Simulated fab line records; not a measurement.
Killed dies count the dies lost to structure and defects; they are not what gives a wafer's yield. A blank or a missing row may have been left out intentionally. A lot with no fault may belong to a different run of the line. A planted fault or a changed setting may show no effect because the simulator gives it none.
fab line records	flow sfq-line
[record] lots = 13	wafers = 39	last-day = 91
route steps=325 shown M4@149
lots that met no fault: taken from a fault-free run of the same line
start-h: the number of hours between the record's first day and the start of the first shown wafer of the lot	wait-h: hours elapsed since this lot's preceding step	" same as the row above	L1.1+2: a row that stands for several wafers	- no value, or no start was given	* or withheld: withheld	< > ~ a bound
route shown NAME@n: a module of which the file shows steps, and the number in the route of the first	usual: mean and standard deviation over wafers with no fault	same: alike in all rows	chamber/n: place in a boat	sites: each site's reading	_std_site: standard deviation of those values	_edge_site: outer sites' mean less inner sites'	radius-mm: how far each site lies from the wafer's centre	mask NAME#n: copy n	behind: tool/chamber where the wafer was last shaped	hold: cause of the lot's hold/its duration in hours/its outcome	device: the n, p or np transistor that did not switch	end of line: the tests these same wafers got at the end of their route	step lacking rows: just its recipe	killed: not the wafer's yield, but the dies lost to structure and defects at the first sort	map: per-die view of a wafer (x killed, . not killed, _ where there is no die)
set.NAME: the setting the step ran with; set.NAME@STEP: the setting that earlier step ran with	model.NAME: the simulator's own value behind a step, which no gauge read
route steps across a sampled set of lots; one table per step, one row per wafer
services: a tool's chamber out of use, with start hour (start-h, from the record's first day; less than 0 if before it), hours out, and reason
[[steps]]
[step SFQ_TRILAYER_M4_DEP_SPUTTER_091]
[recipe] material = Nb	base-pressure-pa = 1.33e-06	chamber-pressure-pa = 0.1333	substrate-temp-c = 20	resputter-cathode-voltage-v = 400	target-thk-nm = 200	power-w = 2000	time-s = 133.3
[usual] chamber-pressure-pa = 0.13337/0.00026	substrate-temp-c = 19.99/0.11	throttle-valve-pct = 29.6/1.1
lot.wafer	tool	chamber	start-h	wait-h	chamber-pressure-pa	substrate-temp-c	throttle-valve-pct
L642.1	pvd-sputter-06	-	1015.65	0.0	0.13331	19.95	29.7
L642.4	"	-	"	"	0.13264	19.99	29.0
L642.6	"	-	"	"	0.13344	20.02	29.8
L643.3	pvd-sputter-05	-	1018.48	0.0	0.13352	19.83	30.2
L643.4	"	-	"	"	0.13321	20.03	29.4
L643.5	"	-	"	"	0.13339	19.90	27.4
L644.2	pvd-sputter-06	-	1042.88	0.0	0.13314	19.93	29.9
L644.5	"	-	"	"	0.13371	19.84	29.0
L644.6	"	-	"	"	0.13291	20.24	29.2
L645.1	pvd-sputter-03	-	1050.06	0.0	0.13316	19.97	29.1
L645.4	"	-	"	"	0.13363	19.97	28.7
L645.6	"	-	"	"	0.13311	20.00	28.6
L646.1	pvd-sputter-06	-	1053.06	0.0	0.13332	20.01	28.9
L646.4	"	-	"	"	0.13317	19.98	29.2
L646.6	"	-	"	"	0.13355	19.96	28.7
L648.2	pvd-sputter-06	-	1082.46	0.0	0.13314	19.97	29.6
L648.3	"	-	"	"	0.13358	19.99	29.9
L648.4	"	-	"	"	0.13332	19.95	29.3
L650.1	pvd-sputter-05	-	1091.96	0.0	0.13352	20.16	32.8
L650.2	"	-	"	"	0.13367	19.98	29.7
L650.6	"	-	"	"	0.13315	19.89	29.9
L653.1	pvd-sputter-05	-	1112.28	0.0	0.13364	19.77	32.4
L653.2	"	-	"	"	0.13287	20.16	29.8
L653.5	"	-	"	"	0.13344	19.81	32.7
L657.1	pvd-sputter-06	-	1142.12	0.0	0.13344	20.10	30.0
L657.4	"	-	"	"	0.13372	19.99	29.8
L657.6	"	-	"	"	0.13307	20.06	29.7
L659.1	pvd-sputter-06	-	1152.27	0.0	0.13321	20.03	29.7
L659.3	"	-	"	"	0.13351	20.03	28.9
L659.6	"	-	"	"	0.13336	20.10	29.5
L660.2	pvd-sputter-03	-	1160.80	0.0	0.13316	20.17	28.7
L660.5	"	-	"	"	0.13354	19.88	29.6
L660.6	"	-	"	"	0.13378	19.93	29.1
L662.2	pvd-sputter-06	-	1187.80	0.0	0.13371	19.88	30.0
L662.3	"	-	"	"	0.13308	19.92	28.8
L662.6	"	-	"	"	0.13365	20.01	30.2
L663.1	pvd-sputter-05	-	1202.32	0.0	0.1333	20.09	27.9
L663.2	"	-	"	"	0.13301	19.95	29.6
L663.6	"	-	"	"	0.13327	19.81	32.6
[step SFQ_M4_RS_MEAS_924]
[recipe] thk-meas-gauge = four-point-probe	reads = Nb_of_TRILAYER_M4_DEP_SPUTTER_091
[usual] M4_NB_RS = 0.892/0.011
lot.wafer	tool	chamber	start-h	wait-h	M4_NB_RS[ohm/sq]
L642.1	film-metro-03	-	1015.74	0.0	0.892
L642.4	"	-	"	"	0.904
L642.6	"	-	"	"	0.893
L643.3	film-metro-01	-	1018.61	0.1	0.874
L643.4	"	-	"	"	0.879
L643.5	"	-	"	"	0.880
L644.2	film-metro-03	-	1042.99	0.1	0.903
L644.5	"	-	"	"	0.902
L644.6	"	-	"	"	0.915
L645.1	film-metro-03	-	1050.15	0.0	0.914
L645.4	"	-	"	"	0.914
L645.6	"	-	"	"	0.909
L646.1	film-metro-03	-	1053.15	0.0	0.906
L646.4	"	-	"	"	0.921
L646.6	"	-	"	"	0.899
L648.2	film-metro-04	-	1082.57	0.1	0.882
L648.3	"	-	"	"	0.894
L648.4	"	-	"	"	0.895
L650.1	film-metro-01	-	1092.05	0.0	0.867
L650.2	"	-	"	"	0.879
L650.6	"	-	"	"	0.875
L653.1	film-metro-04	-	1112.37	0.0	0.892
L653.2	"	-	"	"	0.895
L653.5	"	-	"	"	0.976
L657.1	film-metro-01	-	1142.21	0.0	0.879
L657.4	"	-	"	"	0.880
L657.6	"	-	"	"	0.881
L659.1	film-metro-01	-	1152.36	0.0	0.893
L659.3	"	-	"	"	0.889
L659.6	"	-	"	"	0.884
L660.2	film-metro-04	-	1160.91	0.1	0.897
L660.5	"	-	"	"	0.890
L660.6	"	-	"	"	0.883
L662.2	film-metro-03	-	1187.91	0.1	0.875
L662.3	"	-	"	"	0.879
L662.6	"	-	"	"	0.883
L663.1	film-metro-03	-	1202.41	0.0	0.904
L663.2	"	-	"	"	0.891
L663.6	"	-	"	"	0.892
[step SFQ_TRILAYER_M4_ETCH_METAL_ETCH_096]
[recipe] target = Nb	stop-on = SiO2	mask-material = PR	chemistry = Cl2/Ar	target-depth-nm = 240	icp-w = 600	bias-w = 80	pressure-mtorr = 10	time-s = 120
[usual] chamber-pressure-mTorr = 10.000/0.0086	drypump-motor-current-A = 5.5/0.48	oes-product-au = 0.894/0.0082
[same] time-s = 120
lot.wafer	tool	chamber	start-h	wait-h	chamber-pressure-mTorr	drypump-motor-current-A	oes-product-au	rf-hours-counter-h
L642.1	rie-metal-01	0	1019.07	0.1	10.017	5.8	0.895	7
L642.4	"	0	"	"	10.007	5.8	0.886	-
L642.6	"	0	"	"	10.014	5.8	0.892	-
L643.3	rie-metal-04	0	1021.45	0.1	10.000	5.1	0.911	-
L643.4	"	1	"	"	10.014	6.2	0.894	-
L643.5	"	0	"	"	9.999	5.0	0.899	-
L644.2	rie-metal-01	1	1045.50	0.0	10.004	5.0	0.891	1
L644.5	"	0	"	"	9.995	5.8	0.884	-
L644.6	"	1	"	"	9.999	5.0	0.877	-
L645.1	rie-metal-04	0	1052.68	0.0	9.996	5.0	0.875	14
L645.4	"	1	"	"	10.004	6.2	0.877	-
L645.6	"	0	"	"	10.003	5.0	0.874	-
L646.1	rie-metal-04	0	1055.68	0.0	9.995	5.0	0.885	14
L646.4	"	1	"	"	9.985	6.2	0.880	-
L646.6	"	1	"	"	9.985	6.2	0.885	-
L648.2	rie-metal-03	0	1086.27	0.0	10.000	5.7	0.893	67
L648.3	"	0	"	"	10.000	5.6	0.889	-
L648.4	"	1	"	"	9.994	5.0	0.894	-
L650.1	rie-metal-04	1	1094.58	0.0	10.002	6.1	0.901	130
L650.2	"	0	"	"	9.989	5.0	0.905	20
L650.6	"	1	"	"	9.999	6.1	0.901	-
L653.1	rie-metal-01	0	1114.89	0.0	10.010	5.8	0.902	23
L653.2	"	1	"	"	9.995	5.0	0.892	12
L653.5	"	0	"	"	10.012	5.8	0.851	-
L657.1	rie-metal-01	0	1144.73	0.0	10.007	5.8	0.911	27
L657.4	"	1	"	"	10.002	5.0	0.896	-
L657.6	"	0	"	"	10.002	5.9	0.892	-
L659.1	rie-metal-01	0	1154.89	0.0	10.006	5.8	0.895	29
L659.3	"	1	"	"	9.997	5.0	0.899	-
L659.6	"	1	"	"	9.995	5.0	0.900	-
L660.2	rie-metal-03	1	1163.54	0.0	9.993	5.0	0.895	90
L660.5	"	0	"	"	9.997	5.7	0.896	-
L660.6	"	1	"	"	9.997	4.9	0.893	-
L662.2	rie-metal-03	0	1190.41	0.0	9.997	5.6	0.906	82
L662.3	"	1	"	"	10.024	4.9	0.907	-
L662.6	"	1	"	"	10.002	4.9	0.903	-
L663.1	rie-metal-04	1	1204.94	0.0	10.004	6.2	0.884	1
L663.2	"	0	"	"	10.005	5.1	0.894	35
L663.6	"	1	"	"	9.995	6.2	0.891	-
[[services]]
tool	chamber	start-h	hours	kind
rie-metal-01	-	1004.31	0.3	repair
pvd-sputter-03	-	1009.69	1.6	repair
rie-metal-01	1	1012.35	-	clean
rie-metal-01	1	1012.35	21.2	scheduled-down
rie-metal-01	1	1012.35	21.2	vent-cycle
pvd-sputter-03	-	1021.00	6.7	repair
pvd-sputter-05	-	1072.12	2.2	repair
pvd-sputter-03	-	1095.30	51.1	repair
pvd-sputter-06	1	1104.59	-	consumable-replace:kit
pvd-sputter-06	1	1104.59	18.0	scheduled-down
pvd-sputter-06	1	1104.59	18.0	vent-cycle
rie-metal-04	0	1126.82	15.7	repair
rie-metal-03	-	1140.67	1.4	pm
rie-metal-01	1	1148.61	3.9	repair
rie-metal-04	1	1168.70	-	clean
rie-metal-04	1	1168.70	-	consumable-replace:focus-ring
rie-metal-04	1	1168.70	27.1	scheduled-down
rie-metal-04	1	1168.70	27.1	vent-cycle
rie-metal-01	0	1171.11	2.8	repair
pvd-sputter-06	-	1173.98	0.8	repair
pvd-sputter-06	-	1196.40	8.6	repair
[[key]]
[first-sign] step = SFQ_M4_RS_MEAS_924	reading = M4_NB_RS	direction = up	sigmas = 7.3	usual = 0.892	struck = 0.976
[effect] step = SFQ_TRILAYER_M4_ETCH_METAL_ETCH_096	reading = oes-product-au	direction = down	sigmas = 5.2	usual = 0.894	struck = 0.851
met-at SFQ_TRILAYER_M4_DEP_SPUTTER_091
struck-lots L653
struck-wafers L653.5
onset-between 1091.96 1112.28
[fault] kind = process-parameter-drift	tool = pvd-sputter-05	chamber = -	onset-h = 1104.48	steps = SFQ_TRILAYER_M4_DEP_SPUTTER_091	channel = target-thk-nm	offset = -15.833	shape = step	end-h = 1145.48	scope = struck-wafers-only	acts-in = these-recipes-only	stated = 200
